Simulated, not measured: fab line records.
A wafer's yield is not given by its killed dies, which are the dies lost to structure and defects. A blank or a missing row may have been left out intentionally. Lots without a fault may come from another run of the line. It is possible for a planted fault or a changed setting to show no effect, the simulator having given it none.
One fault seen from 2 desks -- flow sky130 -- every desk sees just its own numbers, and what lay behind them comes last

METROLOGY DESK
Means of the sampled wafers that have a number, per lot and without regard to the tool the lot ran on: this is what the gauges read. Any lot whose mean is over 4 standard deviations away from the usual mean is out of limits and marked OUT; that distance is given in the brackets.
Columns: A = INCOMING_BOW at SKY_FIELD_ISO_BOW_MEAS_00, usual 1 um; B = FIELD_ISO_OXIDATION_00_THK at SKY_FIELD_ISO_THK_MEAS_02, usual 12.16 nm; C = FIELD_ISO_CVD_03_THK at SKY_FIELD_ISO_THK_MEAS_04, usual 165.4 nm; D = cd nm at SKY_FIELD_ISO_CD_MEAS_13, usual 149.7 nm
lot,first seen here,A,B,C,D
L601,day 1 20:02,-6,11.92,165.3,151.1
L609,day 3 12:00,1,12.32,164.7,150.5
L615,day 4 18:01,3,12.23,167.0,-
L616,day 4 23:00,7,12.25,165.2,-
L617,day 5 04:01,-2,12.10,165.3,148.0
L618,day 5 09:00,5,12.00,166.0,151.2
Result from this desk: across the 6 lots, nothing is out of limits.

TOOL OWNER'S DESK, litho track-03
The tool's own readings at SKY_FIELD_ISO_DEVELOP_12 (develop time 60 s): means of the sampled wafers that have a number, for each lot that ran on this tool. Any lot whose mean is over 4 standard deviations away from the usual mean is out of limits and marked OUT; that distance is given in the brackets.
Columns: A = chill plate temp C at SKY_FIELD_ISO_DEVELOP_12, usual 22.98 C
lot,first seen here,A
L609,day 4 09:00,23.00
This desk's finding: nothing out of limits on the one lot.

TAKEN TOGETHER
The metrology desk saw nothing out of limits.
The tool owner's desk saw nothing out of limits.

WHAT WAS PUT IN BY THE SIMULATOR
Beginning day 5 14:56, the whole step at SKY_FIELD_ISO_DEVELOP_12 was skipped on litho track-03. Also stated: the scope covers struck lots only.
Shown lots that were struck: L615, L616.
